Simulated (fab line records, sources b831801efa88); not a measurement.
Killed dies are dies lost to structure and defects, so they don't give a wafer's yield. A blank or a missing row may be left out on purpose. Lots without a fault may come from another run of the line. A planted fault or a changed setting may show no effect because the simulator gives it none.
Which tool did it? | flow sky130 | 13 lots, 39 wafers sampled, at 5 steps of a route of 708

WHAT THE GAUGES READ, wafer by wafer
The record holds no reading of a measuring or inspecting step that can be judged against a usual standard deviation.

WHICH TOOL RAN EACH LOT (tool, then ch and the chambers of the sampled wafers, then the start)
lot  | SKY_NWELL_STRIP_25                   | SKY_VIA2_CVD_21               | SKY_CAPM_SPUTTER_02          | SKY_METAL4_METAL_ETCH_18          | SKY_PAD_OPEN_PROBE_99
L901 | plasma_asher-02 ch 0,1, day 5 14:13  | cvd_w-02 ch 0,1, day 36 11:20 | pvd_sputter-03, day 36 12:11 | rie_metal-04 ch 0,1, day 41 21:43 | -
L903 | plasma_asher-02 ch 0,1, day 5 18:43  | cvd_w-02 ch 0,1, day 36 18:18 | pvd_sputter-02, day 36 19:20 | rie_metal-03 ch 1, day 42 02:56   | -
L904 | plasma_asher-02 ch 1, day 5 23:49    | cvd_w-02 ch 0, day 37 08:07   | pvd_sputter-02, day 37 08:58 | rie_metal-02 ch 0,1, day 42 15:26 | -
L905 | plasma_asher-03 ch 1, day 6 05:12    | cvd_w-02 ch 0, day 36 20:28   | pvd_sputter-04, day 36 21:19 | rie_metal-03 ch 0,1, day 42 04:47 | -
L912 | plasma_asher-03 ch 0,1, day 8 04:06  | cvd_w-01 ch 0,1, day 39 09:56 | pvd_sputter-03, day 39 10:47 | rie_metal-04 ch 0,1, day 44 12:08 | prober-01, day 48 03:04
L914 | plasma_asher-02 ch 0,1, day 8 12:48  | cvd_w-02 ch 0,1, day 40 01:23 | pvd_sputter-02, day 40 02:14 | rie_metal-04 ch 0,1, day 45 03:52 | prober-01, day 48 16:59
L915 | plasma_asher-03 ch 0,1, day 8 22:43  | cvd_w-01 ch 0, day 40 11:20   | pvd_sputter-04, day 40 12:22 | rie_metal-04 ch 0,1, day 45 12:46 | prober-01, day 49 00:59
L916 | plasma_asher-01 ch 0,1, day 9 04:07  | cvd_w-01 ch 0,1, day 40 16:00 | pvd_sputter-02, day 40 16:51 | rie_metal-04 ch 0,1, day 45 15:50 | -
L917 | plasma_asher-01 ch 0,1, day 9 12:08  | cvd_w-02 ch 0,1, day 41 01:38 | pvd_sputter-04, day 41 02:26 | rie_metal-02 ch 0,1, day 46 11:32 | -
L918 | plasma_asher-01 ch 1, day 9 13:29    | cvd_w-02 ch 0,1, day 41 12:17 | pvd_sputter-03, day 41 13:08 | rie_metal-02 ch 0,1, day 46 11:04 | -
L919 | plasma_asher-01 ch 0,1, day 9 22:49  | cvd_w-01 ch 0,1, day 41 12:53 | pvd_sputter-02, day 41 13:43 | rie_metal-04 ch 0,1, day 46 11:50 | -
L923 | plasma_asher-01 ch 0,1, day 10 16:04 | cvd_w-01 ch 0, day 42 15:53   | pvd_sputter-03, day 42 16:43 | rie_metal-04 ch 0, day 47 09:52   | -
L924 | plasma_asher-02 ch 0,1, day 11 19:43 | cvd_w-01 ch 0,1, day 43 07:46 | pvd_sputter-02, day 43 08:34 | rie_metal-02 ch 0,1, day 47 22:44 | -
- SKY_NWELL_STRIP_25: strips in O2/N2.
- SKY_VIA2_CVD_21: deposits W, target thk 420 nm, time 126.4 s.
- SKY_CAPM_SPUTTER_02: material TiN, target thk 200 nm, time 166.7 s.
- SKY_METAL4_METAL_ETCH_18: etches the open film in Cl2/BCl3, stops on SiO2, target depth 845 nm, time 183.1 s.
- SKY_PAD_OPEN_PROBE_99

WHAT THE TOOLS THEMSELVES READ (means of the sampled wafers that have a number; where no wafer has one, the mark that the record gives instead)
SKY_NWELL_STRIP_25. Usual: drypump_motor_current_A 5.7 A, standard deviation 0.4; oes_product_au 0.722 a.u., standard deviation 0.0047; strip_time_to_endpoint_s 36.86 s, standard deviation 0.092.
lot  | tool            | drypump_motor_current_A (A) | oes_product_au (a.u.) | strip_time_to_endpoint_s (s) | flag
L901 | plasma_asher-02 | 5.7                         | 0.725                 | 36.94                        |
L903 | plasma_asher-02 | 5.7                         | 0.726                 | 36.83                        |
L904 | plasma_asher-02 | 5.5                         | 0.721                 | 36.81                        |
L905 | plasma_asher-03 | 5.0                         | 0.721                 | 36.91                        |
L912 | plasma_asher-03 | 4.9                         | 0.722                 | 36.83                        |
L914 | plasma_asher-02 | 5.9                         | 0.722                 | 36.88                        |
L915 | plasma_asher-03 | 4.9                         | 0.720                 | 36.82                        |
L916 | plasma_asher-01 | 5.9                         | 0.724                 | 36.80                        |
L917 | plasma_asher-01 | 5.8                         | 0.720                 | 36.95                        |
L918 | plasma_asher-01 | 5.8                         | 0.724                 | 36.83                        |
L919 | plasma_asher-01 | 5.8                         | 0.723                 | 36.91                        |
L923 | plasma_asher-01 | 5.8                         | 0.719                 | 36.85                        |
L924 | plasma_asher-02 | 5.9                         | 0.718                 | 36.71                        |

SKY_VIA2_CVD_21. Usual: heater_power_w 843 W, standard deviation 110.
lot  | tool     | heater_power_w (W) | flag
L901 | cvd_w-02 | 829                |
L903 | cvd_w-02 | 828                |
L904 | cvd_w-02 | 682                |
L905 | cvd_w-02 | 689                |
L912 | cvd_w-01 | 869                |
L914 | cvd_w-02 | 761                |
L915 | cvd_w-01 | 822                |
L916 | cvd_w-01 | 929                |
L917 | cvd_w-02 | 762                |
L918 | cvd_w-02 | 814                |
L919 | cvd_w-01 | 920                |
L923 | cvd_w-01 | 832                |
L924 | cvd_w-01 | 929                |

SKY_CAPM_SPUTTER_02. Usual: throttle_valve_pct 30.0 %, standard deviation 1.1.
lot  | tool           | throttle_valve_pct (%) | flag
L901 | pvd_sputter-03 | 30.0                   |
L903 | pvd_sputter-02 | 29.6                   |
L904 | pvd_sputter-02 | 29.4                   |
L905 | pvd_sputter-04 | 29.7                   |
L912 | pvd_sputter-03 | 30.0                   |
L914 | pvd_sputter-02 | 29.7                   |
L915 | pvd_sputter-04 | 29.6                   |
L916 | pvd_sputter-02 | 30.3                   |
L917 | pvd_sputter-04 | 29.6                   |
L918 | pvd_sputter-03 | 29.7                   |
L919 | pvd_sputter-02 | 29.3                   |
L923 | pvd_sputter-03 | 30.3                   |
L924 | pvd_sputter-02 | 29.4                   |

SKY_METAL4_METAL_ETCH_18. Usual: drypump_motor_current_A 6.0 A, standard deviation 0.39; oes_product_au 0.866 a.u., standard deviation 0.0069; throttle_valve_pct 22.264 %, standard deviation 0.0097.
lot  | tool         | drypump_motor_current_A (A) | oes_product_au (a.u.) | throttle_valve_pct (%) | flag
L901 | rie_metal-04 | 6.4                         | 0.864                 | 22.261                 |
L903 | rie_metal-03 | 5.7                         | 0.867                 | 22.253                 |
L904 | rie_metal-02 | 5.9                         | 0.863                 | 22.271                 |
L905 | rie_metal-03 | 5.7                         | 0.860                 | 22.263                 |
L912 | rie_metal-04 | 6.2                         | 0.859                 | 22.260                 |
L914 | rie_metal-04 | 6.2                         | 0.869                 | 22.268                 |
L915 | rie_metal-04 | 6.4                         | 0.866                 | 22.261                 |
L916 | rie_metal-04 | 6.4                         | 0.866                 | 22.254                 |
L917 | rie_metal-02 | 5.9                         | 0.877                 | 22.266                 |
L918 | rie_metal-02 | 5.9                         | 0.858                 | 22.259                 |
L919 | rie_metal-04 | 6.5                         | 0.870                 | 22.262                 |
L923 | rie_metal-04 | 5.9                         | 0.867                 | 22.260                 |
L924 | rie_metal-02 | 5.9                         | 0.858                 | 22.260                 |

SKY_PAD_OPEN_PROBE_99. Usual: killed_at_M0_to_M3 43, standard deviation 7.1; killed_at_M4_up 3.0, standard deviation 1.9; killed_at_contacts 24, standard deviation 5; killed_at_front_end 15, standard deviation 4.3; killed_at_other 0.3, standard deviation 0.5; killed_dies 85, standard deviation 9.6; killed_open 46, standard deviation 7.1; killed_short 39, standard deviation 6.8.
lot  | tool      | killed_at_M0_to_M3 | killed_at_M4_up | killed_at_contacts | killed_at_front_end | killed_at_other | killed_dies | killed_open | killed_short | flag
L912 | prober-01 | 37                 | 2.7             | 24                 | 50                  | 0.0             | 113         | 46          | 32           | OFF
L914 | prober-01 | 49                 | 2.3             | 28                 | 15                  | 0.7             | 95          | 50          | 45           |
L915 | prober-01 | 37                 | 4.3             | 23                 | 52                  | 0.0             | 116         | 46          | 34           | OFF

THE ANSWER, worked out from the rows above alone
Rule: a lot is off if the mean of its wafers that have a number lies more than 3 standard deviations from the usual mean. A lot without any number at a reading at which 4 lots or more have one is off too. The other lots that the step has rows for count as sound. The gauges are gone through in route order, then the tools' own readings, and for those a lot's mean is taken as printed above. The first step at which some lot is off is used, and at that step the reading that is off furthest; a lot without a number counts as furthest.
Off: L912, L915, at SKY_PAD_OPEN_PROBE_99 (killed_at_front_end). Neither off nor sound, because the step has no rows for them: L901, L903, L904, L905, L916, L917, L918, L919, L923, L924.
A tool fits if, at that step or a process step before it, it ran every lot that is off, and no sound lot after the first of them. Can't be told from this: 2 tools fit, plasma_asher-03 at SKY_NWELL_STRIP_25, cvd_w-01 at SKY_VIA2_CVD_21.

WHAT THE SIMULATOR HAD PUT IN
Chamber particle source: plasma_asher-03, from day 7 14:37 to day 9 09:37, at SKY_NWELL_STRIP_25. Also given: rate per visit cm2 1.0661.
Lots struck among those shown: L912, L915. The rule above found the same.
